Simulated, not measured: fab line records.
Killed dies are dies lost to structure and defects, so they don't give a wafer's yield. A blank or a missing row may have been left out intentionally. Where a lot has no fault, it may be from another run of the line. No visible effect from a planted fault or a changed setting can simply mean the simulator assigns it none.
fab line records ; flow sky130
record lots=6; wafers=18; last-day=50
route steps=708 shown LDD_HVN@274 LDD_HVP@278 LDD_LDN@289 PAD_OPEN@708
lots with no fault: from the same line, run without faults
start-h: the number of hours between the record's first day and the start of the first shown wafer of the lot ; wait-h: how many hours have passed since the lot's step before this one ; " repeats the value in the row above ; L1.1+2: a row that stands for several wafers ; - either no value or no given start ; * or withheld: withheld ; < > ~ a bound
route shown NAME@n: names a module that has steps shown in the file, with the first one's number in the route ; usual: average and standard deviation across the fault-free wafers ; same: alike in all rows ; chamber/n: place in a boat ; sites: readings site by site ; _std_site: how widely they spread, as a standard deviation ; _edge_site: mean of outer sites minus mean of inner sites ; radius-mm: how far each site lies from the wafer's centre ; mask NAME#n: copy n ; behind: tool/chamber where the wafer was last shaped ; hold: why the lot went on hold/how many hours it stayed there/how the hold came to an end ; device: the transistor (n, p or np) that didn't switch ; end of line: at the end of the route, the tests of the same wafers ; for a step that has no rows: nothing shown but its recipe ; killed: dies that structure and defects cost at the first sort, which is not the same as the wafer's yield ; map: per-die view of a wafer (x killed, . not killed, _ where there is no die)
set.NAME: setting as actually run; set.NAME@STEP: the setting as run at that earlier step ; model.NAME: the simulator's own value behind a step, which no gauge read
a table for each step, a row for each wafer; lots at some steps of the route
services: the hour from which a tool's chamber was out of use, counted from the record's first day as start-h (under 0 if before that day), plus the number of hours and why
## steps
# step SKY_LDD_HVN_OVL_MEAS_07
# usual LDD_HVN_OVL=-1.4/1.4
lot.wafer;tool;chamber;start-h;wait-h;LDD_HVN_OVL[nm]
L376.3;overlay-02;-;486.35;0.1;1.2
L376.4;overlay-02;-;486.35;0.1;0.3
L376.6;overlay-02;-;486.35;0.1;-0.2
L382.3;overlay-02;-;555.54;0.1;0.0
L382.5;overlay-02;-;555.54;0.1;-0.7
L382.6;overlay-02;-;555.54;0.1;-1.0
L384.2;overlay-02;-;584.50;0.1;-1.2
L384.4;overlay-02;-;584.50;0.1;-1.6
L384.5;overlay-02;-;584.50;0.1;-1.5
L390.2;overlay-01;-;624.80;0.1;-2.2
L390.4;overlay-01;-;624.80;0.1;-1.7
L390.5;overlay-01;-;624.80;0.1;-3.2
L392.4;overlay-02;-;635.24;0.1;2.8
L392.5;overlay-02;-;635.24;0.1;0.9
L392.6;overlay-02;-;635.24;0.1;1.5
L395.2;overlay-02;-;652.84;0.1;-2.2
L395.3;overlay-02;-;652.84;0.1;-0.4
L395.5;overlay-02;-;652.84;0.1;-0.1
# step SKY_LDD_HVN_IMPLANT_08
# recipe species=P; energy-kev=60; dose-cm2=3e+13; tilt-deg=40
# step SKY_LDD_HVN_STRIP_09
# recipe chemistry=O2/N2; power-w=1400; pressure-mtorr=1500; platen-temp-c=withheld; o2-flow-sccm=3000; n2-flow-sccm=300; overash-fraction=0.5
# usual drypump-motor-current-A=5.5/0.36; oes-product-au=0.408/0.0047; strip-time-to-endpoint-s=4.127/0.014
# same overash-fraction=0.5
lot.wafer;tool;chamber;start-h;wait-h;drypump-motor-current-A;oes-product-au;rf-hours-counter-h;strip-time-to-endpoint-s
L376.3;plasma-asher-04;1;486.56;0.1;5.0;0.406;-;4.142
L376.4;plasma-asher-04;0;486.56;0.1;5.3;0.403;-;4.134
L376.6;plasma-asher-04;0;486.56;0.1;5.3;0.410;-;4.140
L382.3;plasma-asher-03;1;555.74;0.1;5.9;0.405;-;4.104
L382.5;plasma-asher-03;1;555.74;0.1;5.9;0.420;-;4.111
L382.6;plasma-asher-03;0;555.74;0.1;6.0;0.404;-;4.096
L384.2;plasma-asher-03;1;584.68;0.1;5.9;0.395;18;4.123
L384.4;plasma-asher-03;1;584.68;0.1;5.9;0.404;-;4.126
L384.5;plasma-asher-03;0;584.68;0.1;6.0;0.412;-;4.124
L390.2;plasma-asher-02;0;624.98;0.1;5.6;0.417;84;4.139
L390.4;plasma-asher-02;1;624.98;0.1;5.5;0.408;-;4.136
L390.5;plasma-asher-02;1;624.98;0.1;5.5;0.406;-;4.119
L392.4;plasma-asher-02;1;635.44;0.1;5.5;0.410;-;4.092
L392.5;plasma-asher-02;0;635.44;0.1;5.6;0.399;-;4.129
L392.6;plasma-asher-02;1;635.44;0.1;5.5;0.410;-;4.135
L395.2;plasma-asher-02;0;653.02;0.1;5.5;0.407;87;4.107
L395.3;plasma-asher-02;1;653.02;0.1;5.5;0.405;-;4.134
L395.5;plasma-asher-02;0;653.02;0.1;5.6;0.407;-;4.115
# step SKY_LDD_HVN_TW_MEAS_10
# usual LDD_HVN_TW=1439/14
lot.wafer;tool;chamber;start-h;wait-h;LDD_HVN_TW
L376.3;film-metro-04;-;486.64;0.1;1450
L376.4;film-metro-04;-;486.64;0.1;1448
L376.6;film-metro-04;-;486.64;0.1;1450
L382.3;film-metro-04;-;555.83;0.1;1452
L382.5;film-metro-04;-;555.83;0.1;1449
L382.6;film-metro-04;-;555.83;0.1;1449
L384.2;film-metro-02;-;584.85;0.1;1440
L384.4;film-metro-02;-;584.85;0.1;1435
L384.5;film-metro-02;-;584.85;0.1;1427
L390.2;film-metro-01;-;625.09;0.1;1412
L390.4;film-metro-01;-;625.09;0.1;1416
L390.5;film-metro-01;-;625.09;0.1;1409
L392.4;film-metro-01;-;635.54;0.1;1414
L392.5;film-metro-01;-;635.54;0.1;1425
L392.6;film-metro-01;-;635.54;0.1;1415
L395.2;film-metro-04;-;653.13;0.1;1446
L395.3;film-metro-04;-;653.13;0.1;1449
L395.5;film-metro-04;-;653.13;0.1;1443
# step SKY_LDD_HVP_DEHYDRATE_00
# recipe temp-c=200; time-s=60
# step SKY_LDD_HVP_HMDS_01
# recipe prime-time-s=60; prime-temp-c=120
# step SKY_LDD_HVP_COAT_02
# recipe resist=NOVOLAK; spin-rpm=3000; resist-thk-nm=300
# step SKY_LDD_HVP_SOFTBAKE_03
# recipe temp-c=90; time-s=60; resist=NOVOLAK
# step SKY_LDD_HVP_EXPOSE_04
# recipe mask-id=HVPTM; na=0.6; source-shape=conventional; sigma-outer=0.6; polarization=unpolarized; target-cd-nm=700; dose-mj=86
# step SKY_LDD_HVP_PEB_05
# recipe temp-c=withheld; time-s=*; resist=NOVOLAK
# step SKY_LDD_HVP_DEVELOP_06
# recipe resist=NOVOLAK; developer=TMAH; develop-time-s=60; dev-temp-c=23
# step SKY_LDD_HVP_OVL_MEAS_07
# usual LDD_HVP_OVL=-0.1/1.5
lot.wafer;tool;chamber;start-h;wait-h;LDD_HVP_OVL[nm]
L376.3;overlay-02;-;517.39;0.1;-0.7
L376.4;overlay-02;-;517.39;0.1;0.6
L376.6;overlay-02;-;517.39;0.1;-0.8
L382.3;overlay-01;-;585.40;0.1;-1.2
L382.5;overlay-01;-;585.40;0.1;-1.1
L382.6;overlay-01;-;585.40;0.1;-0.9
L384.2;overlay-01;-;614.73;0.1;-1.5
L384.4;overlay-01;-;614.73;0.1;-0.1
L384.5;overlay-01;-;614.73;0.1;0.7
L390.2;overlay-01;-;653.49;0.1;-2.4
L390.4;overlay-01;-;653.49;0.1;-0.7
L390.5;overlay-01;-;653.49;0.1;-0.7
L392.4;overlay-01;-;664.49;0.1;1.6
L392.5;overlay-01;-;664.49;0.1;2.0
L392.6;overlay-01;-;664.49;0.1;1.2
L395.2;overlay-02;-;681.25;0.1;2.3
L395.3;overlay-02;-;681.25;0.1;0.2
L395.5;overlay-02;-;681.25;0.1;1.2
# step SKY_LDD_HVP_IMPLANT_08
# recipe species=B; energy-kev=20; dose-cm2=1.7e+13; tilt-deg=17.9
# usual beam-energy-keV=20.000/0.0068; end-station-pressure-torr=5.08e-06/2.5e-07; faraday-current-uA=95.6/1.8
lot.wafer;tool;chamber;start-h;wait-h;beam-energy-keV;end-station-pressure-torr;faraday-current-uA;model.implant.rp-nm;model.implant.drp-nm
L376.3;implanter-01;0;517.46;0.1;19.998;5.4e-06;95.2;63.29;28.53
L376.4;implanter-01;0;517.46;0.1;20.004;5.27e-06;95.2;63.29;28.53
L376.6;implanter-01;0;517.46;0.1;20.009;5.11e-06;95.2;63.29;28.53
L382.3;implanter-01;0;585.47;0.1;23.713;5.31e-06;97.0;74.92;33.73
L382.5;implanter-01;0;585.47;0.1;23.714;5.08e-06;93.2;74.92;33.73
L382.6;implanter-01;0;585.47;0.1;23.707;4.71e-06;96.2;74.92;33.73
L384.2;implanter-01;0;614.79;0.0;23.708;5.11e-06;97.6;75.14;33.73
L384.4;implanter-01;0;614.79;0.0;23.704;5.05e-06;97.4;75.14;33.73
L384.5;implanter-01;0;614.79;0.0;23.708;5.07e-06;92.5;75.14;33.73
L390.2;implanter-02;0;653.55;0.0;20.002;5.24e-06;94.2;61.27;28.53
L390.4;implanter-02;0;653.55;0.0;20.003;5.02e-06;92.0;61.27;28.53
L390.5;implanter-02;0;653.55;0.0;20.007;4.87e-06;96.5;61.27;28.53
L392.4;implanter-02;0;664.59;0.1;19.993;4.9e-06;96.4;62.3;28.53
L392.5;implanter-02;0;664.59;0.1;19.989;4.81e-06;97.1;62.3;28.53
L392.6;implanter-02;0;664.59;0.1;19.995;5.18e-06;100.2;62.3;28.53
L395.2;implanter-01;0;681.31;0.0;19.999;5.39e-06;97.1;64.92;28.53
L395.3;implanter-01;0;681.31;0.0;19.994;5.5e-06;93.7;64.92;28.53
L395.5;implanter-01;0;681.31;0.0;19.993;5.05e-06;95.1;64.92;28.53
# step SKY_LDD_HVP_STRIP_09
# recipe chemistry=O2/N2; power-w=1400; pressure-mtorr=1500; platen-temp-c=withheld; o2-flow-sccm=3000; n2-flow-sccm=300; overash-fraction=0.5
# usual drypump-motor-current-A=5.70/0.22; oes-product-au=0.408/0.0044; strip-time-to-endpoint-s=4.131/0.018
# same overash-fraction=0.5
lot.wafer;tool;chamber;start-h;wait-h;drypump-motor-current-A;oes-product-au;rf-hours-counter-h;strip-time-to-endpoint-s
L376.3;plasma-asher-03;1;517.59;0.1;5.92;0.410;-;4.116
L376.4;plasma-asher-03;0;517.59;0.1;5.98;0.407;-;4.107
L376.6;plasma-asher-03;0;517.59;0.1;5.96;0.404;-;4.133
L382.3;plasma-asher-03;1;585.61;0.1;5.90;0.406;-;4.146
L382.5;plasma-asher-03;1;585.61;0.1;5.92;0.404;-;4.125
L382.6;plasma-asher-03;0;585.61;0.1;5.98;0.404;-;4.117
L384.2;plasma-asher-03;1;614.91;0.1;5.92;0.410;21;4.133
L384.4;plasma-asher-03;0;614.91;0.1;5.96;0.411;-;4.134
L384.5;plasma-asher-03;0;614.91;0.1;5.97;0.404;-;4.137
L390.2;plasma-asher-02;1;653.67;0.1;5.48;0.410;87;4.135
L390.4;plasma-asher-02;1;653.67;0.1;5.50;0.416;-;4.126
L390.5;plasma-asher-02;0;653.67;0.1;5.64;0.406;-;4.138
L392.4;plasma-asher-02;1;664.69;0.1;5.50;0.398;-;4.113
L392.5;plasma-asher-02;1;664.69;0.1;5.49;0.408;-;4.130
L392.6;plasma-asher-02;0;664.69;0.1;5.65;0.406;-;4.119
L395.2;plasma-asher-01;1;681.43;0.1;5.47;0.409;57;4.130
L395.3;plasma-asher-01;0;681.43;0.1;5.44;0.406;-;4.123
L395.5;plasma-asher-01;0;681.43;0.1;5.42;0.414;-;4.141
# step SKY_LDD_HVP_TW_MEAS_10
# usual LDD_HVP_TW=455/3.1
lot.wafer;tool;chamber;start-h;wait-h;LDD_HVP_TW
L376.3;film-metro-03;-;517.68;0.1;454
L376.4;film-metro-03;-;517.68;0.1;454
L376.6;film-metro-03;-;517.68;0.1;454
L382.3;film-metro-02;-;585.69;0.1;473
L382.5;film-metro-02;-;585.69;0.1;470
L382.6;film-metro-02;-;585.69;0.1;471
L384.2;film-metro-03;-;615.02;0.1;466
L384.4;film-metro-03;-;615.02;0.1;467
L384.5;film-metro-03;-;615.02;0.1;469
L390.2;film-metro-03;-;653.78;0.1;454
L390.4;film-metro-03;-;653.78;0.1;452
L390.5;film-metro-03;-;653.78;0.1;453
L392.4;film-metro-03;-;664.79;0.1;456
L392.5;film-metro-03;-;664.79;0.1;453
L392.6;film-metro-03;-;664.79;0.1;455
L395.2;film-metro-04;-;681.54;0.1;461
L395.3;film-metro-04;-;681.54;0.1;462
L395.5;film-metro-04;-;681.54;0.1;460
# step SKY_LDD_LDN_DEHYDRATE_00
# recipe temp-c=200; time-s=60
# step SKY_PAD_OPEN_PROBE_99
# usual killed_at_M0_to_M3=42/6.7; killed_at_M4_up=3.4/2; killed-at-contacts=24/5.1; killed-at-front-end=14/4.2; killed-at-other=0.2/0.49; killed-dies=84/8.4; killed-open=46/7; killed-short=39/5.8
# same gross-dies=492; killed-at-back-side=0
lot.wafer;tool;chamber;start-h;wait-h;killed_at_M0_to_M3;killed_at_M4_up;killed-at-contacts;killed-at-front-end;killed-at-other;killed-dies;killed-open;killed-short;model.etest.tip_p_5v.rs-ohm-sq;model.etest.pfet-g5v0d10v5.off-log10-a-um;model.etest.pfet-g5v0d10v5.vt-sat-v
L376.3;prober-02;-;1094.01;0.2;37;1;29;20;0;87;40;47;2862;-12.57;-0.6319
L376.4;prober-02;-;1094.06;0.2;37;2;24;18;0;81;49;32;2858;-12.63;-0.6357
L376.6;prober-02;-;1094.16;0.2;45;4;24;19;0;92;51;41;2854;-12.3;-0.6073
L382.3;prober-01;-;1136.76;0.2;38;5;26;11;0;80;45;35;2793;-12.6;-0.6297
L382.5;prober-01;-;1136.86;0.2;38;5;26;12;1;82;43;39;2792;-12.38;-0.6155
L382.6;prober-01;-;1136.91;0.2;31;5;28;14;0;78;43;35;2795;-12.43;-0.6241
L384.2;prober-01;-;1159.20;0.1;42;3;22;10;0;77;44;33;2761;-12.22;-0.6102
L384.4;prober-01;-;1159.30;0.2;53;4;30;12;0;99;69;30;2777;-11.83;-0.5739
L384.5;prober-01;-;1159.35;0.2;37;2;36;14;0;89;48;41;2765;-12.41;-0.6049
L390.2;prober-02;-;1181.86;0.1;37;5;24;7;0;73;41;32;2851;-12.64;-0.6424
L390.4;prober-02;-;1181.96;0.2;43;2;16;18;0;79;40;39;2882;-12.49;-0.6242
L390.5;prober-02;-;1182.01;0.2;24;8;19;17;2;70;28;42;2859;-12.44;-0.6282
L392.4;prober-02;-;1187.40;0.2;45;5;24;11;0;85;50;35;2872;-12.48;-0.6433
L392.5;prober-02;-;1187.45;0.2;38;6;28;16;1;89;45;44;2884;-12.58;-0.6447
L392.6;prober-02;-;1187.50;0.2;29;1;27;16;0;73;40;33;2858;-12.54;-0.644
L395.2;prober-01;-;1199.49;0.1;36;5;18;15;0;74;37;37;2814;-12.32;-0.6218
L395.3;prober-01;-;1199.54;0.2;48;4;32;4;0;88;46;42;2828;-12.23;-0.5934
L395.5;prober-01;-;1199.64;0.2;46;2;20;17;0;85;47;38;2822;-12.3;-0.6032
# killed by level:class
L376.3 METAL1:geometric-particle:short=8 CONTACT:geometric-particle:open=7 VIA1:geometric-particle:open=7 FIELD_ISO:geometric-particle:short=6 LI_CONTACT:geometric-particle:open=6 LOCAL_INTERCONNECT:geometric-particle:short=6 VIA3:geometric-particle:open=6 VIA1:geometric-particle:short=6
L376.4 VIA1:geometric-particle:open=10 CONTACT:geometric-particle:open=9 LI_CONTACT:geometric-particle:open=8 POLY_GATE:geometric-particle:open=7 METAL2:geometric-particle:short=6 METAL1:geometric-particle:short=5 LI_CONTACT:geometric-particle:short=4 VIA3:geometric-particle:open=4
L376.6 VIA1:geometric-particle:open=13 CONTACT:geometric-particle:open=11 POLY_GATE:geometric-particle:short=6 FIELD_ISO:geometric-particle:open=5 LOCAL_INTERCONNECT:geometric-particle:short=5 METAL1:geometric-particle:short=5 VIA2:geometric-particle:short=5 METAL2:geometric-particle:open=5
L382.3 CONTACT:geometric-particle:open=13 VIA3:geometric-particle:open=10 VIA1:geometric-particle:open=7 CONTACT:geometric-particle:short=6 VIA1:geometric-particle:short=6 LI_CONTACT:geometric-particle:open=5 FIELD_ISO:geometric-particle:open=4 FIELD_ISO:geometric-particle:short=3
L382.5 CONTACT:geometric-particle:open=9 LI_CONTACT:geometric-particle:open=8 VIA1:geometric-particle:open=8 METAL1:geometric-particle:short=6 LOCAL_INTERCONNECT:geometric-particle:short=5 VIA3:geometric-particle:open=5 METAL2:geometric-particle:short=5 METAL3:geometric-particle:short=4
L382.6 LI_CONTACT:geometric-particle:open=13 VIA1:geometric-particle:open=8 POLY_GATE:geometric-particle:short=6 CONTACT:geometric-particle:open=6 CONTACT:geometric-particle:short=5 METAL1:geometric-particle:short=4 VIA2:geometric-particle:short=4 VIA3:geometric-particle:open=4
L384.2 VIA1:geometric-particle:open=10 CONTACT:geometric-particle:open=8 LI_CONTACT:geometric-particle:open=7 VIA3:geometric-particle:open=6 VIA1:geometric-particle:short=5 VIA2:geometric-particle:open=5 VIA3:geometric-particle:short=5 POLY_CUT:geometric-particle:short=3
L384.4 VIA1:geometric-particle:open=22 CONTACT:geometric-particle:open=14 VIA3:geometric-particle:open=10 LI_CONTACT:geometric-particle:open=8 FIELD_ISO:geometric-particle:open=5 CONTACT:geometric-particle:short=4 VIA3:geometric-particle:short=4 METAL3:geometric-particle:short=4
L384.5 CONTACT:geometric-particle:open=15 VIA1:geometric-particle:open=11 LOCAL_INTERCONNECT:geometric-particle:short=8 CONTACT:geometric-particle:short=8 VIA3:geometric-particle:open=7 FIELD_ISO:geometric-particle:short=6 POLY_GATE:geometric-particle:open=4 VIA1:geometric-particle:short=4
L390.2 CONTACT:geometric-particle:open=9 VIA2:geometric-particle:open=8 CONTACT:geometric-particle:short=7 METAL2:geometric-particle:short=7 VIA1:geometric-particle:open=6 LI_CONTACT:geometric-particle:open=5 VIA3:geometric-particle:open=4 POLY_GATE:geometric-particle:short=3
L390.4 VIA1:geometric-particle:open=8 VIA3:geometric-particle:open=8 METAL1:geometric-particle:short=7 METAL2:geometric-particle:short=7 FIELD_ISO:geometric-particle:short=6 POLY_GATE:geometric-particle:open=5 CONTACT:geometric-particle:open=4 VIA2:geometric-particle:open=4
L390.5 VIA1:geometric-particle:open=8 FIELD_ISO:geometric-particle:short=7 METAL4:geometric-particle:short=5 CONTACT:geometric-particle:short=4 CONTACT:geometric-particle:open=4 FIELD_ISO:geometric-particle:open=3 POLY_GATE:geometric-particle:short=3 VIA3:geometric-particle:open=3
L392.4 VIA1:geometric-particle:open=10 CONTACT:geometric-particle:open=8 VIA3:geometric-particle:open=8 LI_CONTACT:geometric-particle:open=7 VIA2:geometric-particle:open=6 VIA1:geometric-particle:short=6 METAL2:geometric-particle:short=6 METAL4:geometric-particle:short=4
L392.5 CONTACT:geometric-particle:short=9 CONTACT:geometric-particle:open=7 VIA3:geometric-particle:open=7 FIELD_ISO:geometric-particle:open=6 VIA2:geometric-particle:open=6 METAL4:geometric-particle:short=6 LI_CONTACT:geometric-particle:open=5 VIA1:geometric-particle:open=5
L392.6 VIA1:geometric-particle:open=8 LI_CONTACT:geometric-particle:open=8 CONTACT:geometric-particle:open=8 CONTACT:geometric-particle:short=6 POLY_GATE:geometric-particle:short=5 LI_CONTACT:geometric-particle:short=5 VIA1:geometric-particle:short=5 FIELD_ISO:geometric-particle:open=4
L395.2 VIA3:geometric-particle:short=7 CONTACT:geometric-particle:open=6 VIA1:geometric-particle:open=6 VIA2:geometric-particle:open=6 LOCAL_INTERCONNECT:geometric-particle:short=5 POLY_GATE:geometric-particle:short=4 VIA2:geometric-particle:short=4 METAL4:geometric-particle:short=4
L395.3 LI_CONTACT:geometric-particle:open=12 METAL1:geometric-particle:short=10 VIA1:geometric-particle:open=9 CONTACT:geometric-particle:open=8 VIA1:geometric-particle:short=6 LOCAL_INTERCONNECT:geometric-particle:short=4 CONTACT:geometric-particle:short=4 VIA2:geometric-particle:open=4
L395.5 VIA1:geometric-particle:open=10 VIA2:geometric-particle:open=8 METAL2:geometric-particle:short=6 VIA3:geometric-particle:open=6 LI_CONTACT:geometric-particle:open=5 METAL1:geometric-particle:short=5 POLY_GATE:geometric-particle:short=4 POLY_GATE:geometric-particle:open=4
## services
tool;chamber;start-h;hours;kind
plasma-asher-02;-;473.15;14.6;pm
plasma-asher-01;-;511.59;14.6;pm
implanter-01;-;527.28;5.3;repair
implanter-02;-;534.07;2.2;repair
plasma-asher-02;-;561.19;24.3;repair
plasma-asher-02;-;561.22;2.3;repair
implanter-01;-;575.99;1.4;repair
plasma-asher-01;-;616.12;4.0;pm
implanter-01;-;661.42;4.7;pm
## key
first-sign step=SKY_LDD_HVP_IMPLANT_08; reading=beam-energy-keV; direction=up; sigmas=99+; usual=*; struck=*
effect step=SKY_LDD_HVP_TW_MEAS_10; reading=LDD_HVP_TW; direction=up; sigmas=4.8; usual=455; struck=469
model-effect step=SKY_LDD_HVP_IMPLANT_08; value=implant.rp-nm; without=63.43; struck=75.03
model-effect step=SKY_PAD_OPEN_PROBE_99; value=etest.tip_p_5v.rs-ohm-sq; without=2862; struck=2780
met-at SKY_LDD_HVP_IMPLANT_08
struck-wafers L382.3,L382.5,L382.6,L384.2,L384.4,L384.5
tester-left-out L382,L384
onset-between 517.46 585.47
fault kind=process-parameter-drift; tool=implanter-01; chamber=-; onset-h=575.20; steps=SKY_LDD_HVP_IMPLANT_08; channel=energy-kev; offset=*; shape=step; end-h=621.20; acts-in=*; stated=*
# tester-left-out: of these lots the tester's yield and bins aren't shown, on N5 and GAA mostly nor the transistor test; their killed dies are dies lost to structure and defects alone, not to doping, threshold or leakage, so they don't give the yield
